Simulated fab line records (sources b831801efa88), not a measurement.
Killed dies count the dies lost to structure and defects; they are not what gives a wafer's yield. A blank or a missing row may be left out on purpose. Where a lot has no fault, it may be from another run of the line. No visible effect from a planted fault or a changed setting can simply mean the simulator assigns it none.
Which tool is to blame?    flow sky130    Sampling: 10 lots, 30 wafers, 6 of 708 route steps

## WHAT THE GAUGES SHOWED, per wafer
SKY_DNWELL_TW_MEAS_09.
lot   measured     on             DNWELL_TW
L410  day 3 21:07  film_metro-01  1089 1090 1089
L412  day 4 07:23  film_metro-03  1112 1121 1122
L416  day 5 04:23  film_metro-03  1118 1119 1116
L421  day 6 07:09  film_metro-01  1098 1096 1100
L423  day 6 18:19  film_metro-04  1117 1122 1117
L424  day 7 00:59  film_metro-01  1091 1093 1087
L425  day 7 08:43  film_metro-03  1119 1118 1108
L428  day 8 00:48  film_metro-01  1094 1095 1095
L429  day 8 07:31  film_metro-04  1124 1123 1127
L430  day 8 10:58  film_metro-04  1129 1132 1128

SKY_NWELL_RS_MEAS_31: the measuring method here is four-point-probe.
lot   measured      on             PWDE_RS (ohm/sq)
L410  day 6 01:55   film_metro-04  5241 5219 5240
L412  day 6 13:03   film_metro-03  5270 5289 5250
L416  day 7 13:36   film_metro-03  5301 5277 5275
L421  day 8 18:40   film_metro-01  5284 5304 5285
L423  day 9 07:47   film_metro-01  5254 5266 5261
L424  day 9 14:30   film_metro-03  5314 5320 5299
L425  day 9 23:30   film_metro-04  5274 5292 5285
L428  day 10 17:47  film_metro-01  5280 5257 5258
L429  day 11 01:00  film_metro-01  5272 5263 5265
L430  day 11 05:40  film_metro-03  5305 5304 5299

SKY_VIA2_RS_MEAS_22: the measuring method here is four-point-probe.
lot   measured      on             VIA2_W_RS (ohm/sq)
L410  day 37 05:20  film_metro-03  0.270 0.409 0.275 0.270 0.409 0.275
L412  day 37 18:17  film_metro-01  0.271 0.414 0.271 0.271 0.414 0.272
L416  day 38 23:43  film_metro-02  0.277 0.275 0.273
L421  day 40 17:59  film_metro-02  0.276 0.274 0.277
L423  day 41 02:32  film_metro-01  0.274 0.264 0.276
L424  day 41 11:46  film_metro-02  0.267 0.269 0.277
L425  day 42 01:01  film_metro-03  0.279 0.280 0.279
L428  day 42 15:42  film_metro-03  0.273 0.267 0.273
L429  day 43 01:18  film_metro-01  0.267 0.272 0.264
L430  day 43 04:31  film_metro-02  0.268 0.275 0.274

SKY_VIA2_THK_MEAS_23: measures by xrf.
lot   measured      on             VIA2_W_THK (nm)
L410  day 37 10:57  film_metro-03  416 277 410 416 276 408
L412  day 37 21:01  film_metro-01  413 273 414 416 274 420
L416  day 38 23:49  film_metro-02  409 408 413
L421  day 40 18:05  film_metro-02  403 407 403
L423  day 41 02:38  film_metro-01  408 424 408
L424  day 41 11:52  film_metro-02  420 419 408
L425  day 42 01:07  film_metro-03  410 407 410
L428  day 42 15:49  film_metro-03  417 426 416
L429  day 43 01:25  film_metro-01  426 418 431
L430  day 43 04:37  film_metro-02  423 411 415

## EACH LOT AND THE TOOL THAT RAN IT (in order: tool; ch and the chambers of the sampled wafers; start)
lot   SKY_PWDE_STRIP_09                    SKY_VIA2_CVD_21
L410  plasma_asher-02 ch 0,1, day 4 14:05  cvd_w-01 ch 0,1, day 37 05:11
L412  plasma_asher-02 ch 0,1, day 5 00:20  cvd_w-01 ch 0,1, day 37 18:10
L416  plasma_asher-02 ch 0,1, day 5 22:11  cvd_w-02 ch 0,1, day 38 23:34
L421  plasma_asher-02 ch 1, day 7 01:50    cvd_w-02 ch 0,1, day 40 17:50
L423  plasma_asher-03 ch 0,1, day 7 13:37  cvd_w-01 ch 0,1, day 41 02:24
L424  plasma_asher-03 ch 0,1, day 7 20:10  cvd_w-01 ch 0,1, day 41 11:37
L425  plasma_asher-04 ch 0,1, day 8 03:53  cvd_w-02 ch 0, day 42 00:52
L428  plasma_asher-04 ch 0,1, day 8 21:14  cvd_w-01 ch 0,1, day 42 15:34
L429  plasma_asher-02 ch 0, day 9 04:17    cvd_w-01 ch 0,1, day 43 01:09
L430  plasma_asher-02 ch 0, day 9 07:32    cvd_w-01 ch 0,1, day 43 04:22
- SKY_PWDE_STRIP_09: strips in O2/N2.
- SKY_VIA2_CVD_21: deposits W, target thk 420 nm, time 126.4 s.

## AS READ BY THE TOOLS THEMSELVES (means over the sampled wafers that have a number; for cases with no such wafer, the mark the record gives instead)
SKY_PWDE_STRIP_09.
lot   tool             drypump_motor_current_A (A)  oes_product_au (a.u.)  strip_time_to_endpoint_s (s)
L410  plasma_asher-02  6.0                          0.726                  36.95
L412  plasma_asher-02  6.1                          0.725                  36.83
L416  plasma_asher-02  6.0                          0.719                  37.05
L421  plasma_asher-02  6.2                          0.723                  36.98
L423  plasma_asher-03  6.2                          0.729                  36.92
L424  plasma_asher-03  6.5                          0.725                  36.93
L425  plasma_asher-04  5.4                          0.723                  36.92
L428  plasma_asher-04  5.4                          0.715                  37.03
L429  plasma_asher-02  5.9                          0.719                  36.93
L430  plasma_asher-02  5.9                          0.721                  36.84

SKY_VIA2_CVD_21.
lot   tool      heater_power_w (W)
L410  cvd_w-01  932
L412  cvd_w-01  925
L416  cvd_w-02  946
L421  cvd_w-02  889
L423  cvd_w-01  776
L424  cvd_w-01  837
L425  cvd_w-02  1013
L428  cvd_w-01  776
L429  cvd_w-01  829
L430  cvd_w-01  782

## THE ANSWER, worked out from the rows above alone
Rule: what is usual is taken from the lots themselves. Put in order of their means at a reading, lots are off if they are a third of the lots or fewer, leave a main group of 4 or more, and stand apart from it by a gap of 3 or more times the standard deviation of the main group's means; of several such gaps the widest counts. If all means in a main group match to the digits the tables above print for the reading, that group is not used. A lot without any number at a reading at which 4 lots or more have one is off too. Any other lot the step has rows for is counted as sound. After the gauges, taken in route order, come the tools' own readings; for these a lot's mean is taken, as printed above. At the first step where some lot is off, the reading lying furthest off is the one used; lots without a number count as furthest.
Off: L410, L412, seen at SKY_VIA2_RS_MEAS_22 (VIA2_W_RS). Main group: mean 0.273 ohm/sq, sd 0.0034.
If a tool, at a process step before that reading, ran all the lots that are off and no sound lot after the first of them, it fits. Gauges at SKY_VIA2_RS_MEAS_22: tried the same way as those tools. Not one of the candidates tried fits.

## WHAT WAS PUT IN BY THE SIMULATOR
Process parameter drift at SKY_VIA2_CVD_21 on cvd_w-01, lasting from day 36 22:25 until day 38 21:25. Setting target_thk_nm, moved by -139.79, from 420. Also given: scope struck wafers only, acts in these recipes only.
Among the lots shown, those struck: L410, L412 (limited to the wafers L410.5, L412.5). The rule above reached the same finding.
